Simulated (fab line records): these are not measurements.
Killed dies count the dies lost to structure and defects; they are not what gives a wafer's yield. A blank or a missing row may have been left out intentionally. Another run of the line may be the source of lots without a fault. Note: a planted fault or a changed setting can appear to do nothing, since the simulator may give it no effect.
fab line records	flow gf180mcu
record lots=6	wafers=18	last-day=34
route steps=602 shown V5@566 TOP_METAL@567
lots with no fault: from the same line, run without faults
start-h: hours from the record's opening day to when the first of the lot's shown wafers began	wait-h: time in hours since the lot's previous step	" the same as in the row above	L1.1+2: one row covering several wafers at once	- no value, or no start was given	* or withheld: withheld	< > ~ a bound
route shown NAME@n: NAME is a module with steps in the file, n the number in the route of the first one	usual: average and standard deviation across the fault-free wafers	same: alike in all rows	chamber/n: place in a boat	sites: readings site by site	_std_site: how widely they spread, as a standard deviation	_edge_site: inner sites' mean taken away from outer sites' mean	radius-mm: for every site, how far away it sits from the centre of the wafer	mask NAME#n: copy n	behind: the tool/chamber that last shaped the wafer	hold: what put the lot on hold/how long, in hours/how the hold closed	device: the n, p or np transistor that did not switch	end of line: tests run on the same wafers once the route is complete	a step without rows: its recipe alone	killed: count of dies lost to structure and defects at first sort (not the wafer's yield)	map: the dies of a wafer, with x for killed, . for not killed, _ for no die there
set.NAME: the setting the step ran with; set.NAME@STEP: the setting that earlier step ran with	model.NAME: the simulator's own value behind a step, which no gauge read
a table for each step, a row for each wafer; lots at some steps of the route
services: a tool's chamber out of use, with start hour (start-h, from the record's first day; less than 0 if before it), hours out, and reason
## steps
# step GF_V5_CMP_26
# recipe stop-on=SiO2	down-force-psi=3.5	platen-rpm=60	t-overpolish-s=15	target-thk-nm=0	pad-velocity-m-s=0.94248
# usual motor-current-A=12.0/1.4	overpolish-run-s=14.999/0.009	time-to-endpoint-s=85.2/2.6
lot.wafer	tool	chamber	start-h	wait-h	motor-current-A	overpolish-run-s	time-to-endpoint-s
L181.1	cmp-02	3	696.47	0.2	13.5	14.983	85.8
L181.5	"	0	"	"	12.9	14.981	81.8
L181.6	"	1	"	"	10.5	14.993	81.4
L184.3	cmp-02	1	720.67	0.1	10.2	14.986	80.0
L184.4	"	3	"	"	14.2	15.016	85.9
L184.5	"	1	"	"	10.1	15.005	84.2
L185.3	cmp-02	1	725.04	0.0	10.3	14.999	83.7
L185.1	"	3	"	"	13.3	14.987	81.9
L185.2	"	0	"	"	12.7	15.005	86.0
L187.1	cmp-01	2	735.47	0.1	10.4	14.996	85.5
L187.4	"	1	"	"	10.4	15.006	86.5
L187.6	"	3	"	"	11.1	14.988	85.4
L188.3	cmp-02	3	743.96	0.2	12.9	15.003	84.3
L188.6	"	0	"	"	12.4	15.002	86.9
L188.5	"	1	"	"	10.1	14.996	83.6
L197.1	cmp-02	3	792.13	0.1	14.2	15.008	84.7
L197.4	"	1	"	"	10.3	14.996	84.3
L197.5	"	3	"	"	13.5	14.990	85.9
# step GF_TOP_METAL_SPUTTER_00
# recipe material=Ti	target-thk-nm=37.5	arriving-ion-energy-ev=80	substrate-temp-c=200	chamber-pressure-pa=2	power-w=4000	time-s=150
# usual throttle-valve-pct=30.6/0.87
lot.wafer	tool	chamber	start-h	wait-h	throttle-valve-pct
L181.1	pvd-sputter-02	-	696.62	0.1	28.6
L181.5	"	-	"	"	30.2
L181.6	"	-	"	"	29.9
L184.3	pvd-sputter-03	-	720.92	0.2	29.7
L184.4	"	-	"	"	30.8
L184.5	"	-	"	"	30.0
L185.1	pvd-sputter-03	-	725.34	0.1	32.2
L185.2	"	-	"	"	29.7
L185.3	"	-	"	"	30.6
L187.1	pvd-sputter-03	-	735.79	0.3	30.7
L187.4	"	-	"	"	31.2
L187.6	"	-	"	"	32.3
L188.3	pvd-sputter-03	-	744.11	0.1	31.3
L188.5	"	-	"	"	31.5
L188.6	"	-	"	"	29.9
L197.1	pvd-sputter-01	-	792.43	0.2	30.7
L197.4	"	-	"	"	31.2
L197.5	"	-	"	"	30.8
# step GF_TOP_METAL_SPUTTER_01
# recipe material=TiN	target-thk-nm=30	power-w=6500	time-s=25	chamber-pressure-pa=0.4
# usual throttle-valve-pct=30.6/0.87
lot.wafer	tool	chamber	start-h	wait-h	throttle-valve-pct
L181.1	pvd-sputter-02	-	696.72	0.1	28.3
L181.5	"	-	"	"	30.3
L181.6	"	-	"	"	30.1
L184.3	pvd-sputter-03	-	721.02	0.1	29.8
L184.4	"	-	"	"	30.9
L184.5	"	-	"	"	30.2
L185.1	pvd-sputter-03	-	725.44	0.1	32.1
L185.2	"	-	"	"	30.0
L185.3	"	-	"	"	31.1
L187.1	pvd-sputter-03	-	735.89	0.1	30.8
L187.4	"	-	"	"	31.4
L187.6	"	-	"	"	32.0
L188.3	pvd-sputter-03	-	744.21	0.1	31.2
L188.5	"	-	"	"	31.2
L188.6	"	-	"	"	29.9
L197.1	pvd-sputter-01	-	792.53	0.1	30.7
L197.4	"	-	"	"	31.1
L197.5	"	-	"	"	30.6
# step GF_TOP_METAL_SPUTTER_02
# recipe material=AlCu	target-thk-nm=900	power-w=10600	chamber-pressure-pa=0.3	substrate-temp-c=250	gas=Ar	time-s=47.82
# step GF_TOP_METAL_SPUTTER_03
# recipe material=Ti	target-thk-nm=5	substrate-temp-c=300	chamber-pressure-pa=0.3	power-w=3000	time-s=3.3
# usual throttle-valve-pct=30.6/0.83
lot.wafer	tool	chamber	start-h	wait-h	throttle-valve-pct
L181.1	pvd-sputter-02	-	696.79	0.0	28.5
L181.5	"	-	"	"	30.2
L181.6	"	-	"	"	29.9
L184.3	pvd-sputter-03	-	721.09	0.0	30.0
L184.4	"	-	"	"	30.8
L184.5	"	-	"	"	30.0
L185.1	pvd-sputter-03	-	725.52	0.0	32.1
L185.2	"	-	"	"	29.8
L185.3	"	-	"	"	31.0
L187.1	pvd-sputter-03	-	735.97	0.0	30.8
L187.4	"	-	"	"	31.2
L187.6	"	-	"	"	32.0
L188.3	pvd-sputter-03	-	744.28	0.0	31.1
L188.5	"	-	"	"	31.2
L188.6	"	-	"	"	29.9
L197.1	pvd-sputter-01	-	792.60	0.0	30.7
L197.4	"	-	"	"	31.0
L197.5	"	-	"	"	30.6
# step GF_TOP_METAL_SPUTTER_04
# recipe material=TiN	target-thk-nm=25	power-w=6500	time-s=20.8	chamber-pressure-pa=0.4
# usual throttle-valve-pct=30.6/0.87
lot.wafer	tool	chamber	start-h	wait-h	throttle-valve-pct
L181.1	pvd-sputter-02	-	696.81	0.0	28.5
L181.5	"	-	"	"	30.2
L181.6	"	-	"	"	29.8
L184.3	pvd-sputter-03	-	721.11	0.0	30.0
L184.4	"	-	"	"	30.8
L184.5	"	-	"	"	30.0
L185.1	pvd-sputter-03	-	725.53	0.0	32.4
L185.2	"	-	"	"	29.9
L185.3	"	-	"	"	30.9
L187.1	pvd-sputter-03	-	735.98	0.0	30.8
L187.4	"	-	"	"	31.1
L187.6	"	-	"	"	32.5
L188.3	pvd-sputter-03	-	744.30	0.0	31.2
L188.5	"	-	"	"	31.1
L188.6	"	-	"	"	30.0
L197.1	pvd-sputter-01	-	792.62	0.0	30.7
L197.4	"	-	"	"	31.3
L197.5	"	-	"	"	30.7
# step GF_TOP_METAL_RS_MEAS_05
# recipe thk-meas-gauge=four-point-probe	reads=TiN_of_TOP_METAL_SPUTTER_04+Ti_of_TOP_METAL_SPUTTER_03+AlCu_of_TOP_METAL_SPUTTER_02+TiN_of_TOP_METAL_SPUTTER_01+Ti_of_TOP_METAL_SPUTTER_00
# usual TOP_METAL_ALCU_RS=0.0329/0.00038
lot.wafer	tool	chamber	start-h	wait-h	TOP_METAL_ALCU_RS[ohm/sq]
L181.1	film-metro-04	-	696.84	0.0	0.0324
L181.5	"	-	"	"	0.0326
L181.6	"	-	"	"	0.0328
L184.3	film-metro-02	-	721.18	0.1	0.0333
L184.4	"	-	"	"	0.0332
L184.5	"	-	"	"	0.0332
L185.1	film-metro-01	-	725.56	0.0	0.0329
L185.2	"	-	"	"	0.0326
L185.3	"	-	"	"	0.0321
L187.1	film-metro-02	-	736.01	0.0	0.0326
L187.4	"	-	"	"	0.0327
L187.6	"	-	"	"	0.0329
L188.3	film-metro-04	-	744.37	0.1	0.0333
L188.5	"	-	"	"	0.0331
L188.6	"	-	"	"	0.0329
L197.1	film-metro-01	-	792.65	0.0	0.0321
L197.4	"	-	"	"	0.0328
L197.5	"	-	"	"	0.0326
# step GF_TOP_METAL_THK_MEAS_06
# recipe thk-meas-gauge=xrf	reads=AlCu_of_TOP_METAL_SPUTTER_02
# usual TOP_METAL_ALCU_THK=899/11
lot.wafer	tool	chamber	start-h	wait-h	TOP_METAL_ALCU_THK[nm]
L181.1	film-metro-04	-	696.96	0.1	913
L181.5	"	-	"	"	909
L181.6	"	-	"	"	900
L184.3	film-metro-02	-	721.28	0.1	893
L184.4	"	-	"	"	885
L184.5	"	-	"	"	888
L185.1	film-metro-01	-	725.68	0.1	894
L185.2	"	-	"	"	907
L185.3	"	-	"	"	919
L187.1	film-metro-02	-	736.13	0.1	905
L187.4	"	-	"	"	907
L187.6	"	-	"	"	898
L188.3	film-metro-04	-	744.47	0.1	890
L188.5	"	-	"	"	897
L188.6	"	-	"	"	897
L197.1	film-metro-01	-	792.77	0.1	914
L197.4	"	-	"	"	904
L197.5	"	-	"	"	901
# step GF_TOP_METAL_DEHYDRATE_07
# recipe temp-c=200	time-s=60
# step GF_TOP_METAL_HMDS_08
# recipe prime-time-s=60	prime-temp-c=120
# step GF_TOP_METAL_COAT_09
# recipe resist=NOVOLAK	spin-rpm=3000	resist-thk-nm=1500
# step GF_TOP_METAL_SOFTBAKE_10
# recipe temp-c=90	time-s=60	resist=NOVOLAK
# step GF_TOP_METAL_EXPOSE_11
# recipe mask-id=MetalTop	target-cd-nm=440	na=0.6	source-shape=conventional	sigma-outer=0.6	dose-mj=170
# usual exposure-dose-mJ-cm2=170.03/0.14	focus-offset-nm=0.2/0.59
lot.wafer	tool	chamber	start-h	wait-h	mask	exposure-dose-mJ-cm2	focus-offset-nm
L181.1	iline-stepper-01	0	706.54	-	MetalTop#0	169.90	0.8
L181.5	"	0	"	"	MetalTop#0	169.78	0.6
L181.6	"	0	"	"	MetalTop#0	169.92	0.5
L184.3	iline-stepper-02	0	730.52	-	MetalTop#0	169.95	0.4
L184.4	"	0	"	"	MetalTop#0	170.01	0.5
L184.5	"	0	"	"	MetalTop#0	169.82	0.0
L185.1	iline-stepper-02	0	735.04	-	MetalTop#0	170.17	0.9
L185.2	"	0	"	"	MetalTop#0	170.02	0.6
L185.3	"	0	"	"	MetalTop#0	170.05	0.9
L187.1	iline-stepper-02	-	744.81	-	MetalTop#0	-	-
L187.4	"	-	"	"	MetalTop#0	-	-
L187.6	"	-	"	"	MetalTop#0	-	-
L188.3	iline-stepper-02	-	753.12	-	MetalTop#0	-	-
L188.5	"	-	"	"	MetalTop#0	-	-
L188.6	"	-	"	"	MetalTop#0	-	-
L197.1	iline-stepper-02	0	800.33	-	MetalTop#0	169.99	-0.2
L197.4	"	0	"	"	MetalTop#0	170.04	-0.7
L197.5	"	0	"	"	MetalTop#0	170.31	-0.7
# step GF_TOP_METAL_PEB_12
# recipe temp-c=withheld	time-s=*	resist=NOVOLAK
## services
tool	chamber	start-h	hours	kind
pvd-sputter-02	-	677.19	2.1	repair
cmp-01	-	693.34	11.9	repair
iline-stepper-02	-	697.85	4.4	pm
iline-stepper-02	-	706.77	7.9	repair
pvd-sputter-01	-	709.19	0.5	repair
cmp-02	-	727.68	1.0	repair
cmp-01	-	746.93	1.9	repair
cmp-01	-	750.58	4.0	pm
cmp-01	-	754.58	-	consumable-replace:conditioner
cmp-01	-	754.58	-	consumable-replace:pad
cmp-02	-	758.35	1.0	repair
cmp-01	-	792.13	0.5	repair
## key
first-sign step=GF_TOP_METAL_EXPOSE_11	reading=tool-record	direction=missing
effect none on later readings
met-at GF_TOP_METAL_EXPOSE_11
struck-wafers L187.1,L187.4,L187.6,L188.3,L188.5,L188.6
later-rows-left-out L187.1,L187.4,L187.6,L188.3,L188.5,L188.6
sort-left-out L187.1,L187.4,L187.6,L188.3,L188.5,L188.6
onset-between 735.04 744.81
fault kind=skipped-step-whole	tool=iline-stepper-02	chamber=-	onset-h=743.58	steps=GF_TOP_METAL_EXPOSE_11	scope=struck-lots-only
# sort-left-out: the simulated sort isn't trusted on such a fault, so these wafers' sort isn't shown, and their yield isn't known
# later-rows-left-out: the simulator's readings of these wafers behind a module that went badly wrong aren't trusted and aren't shown, but for the sort
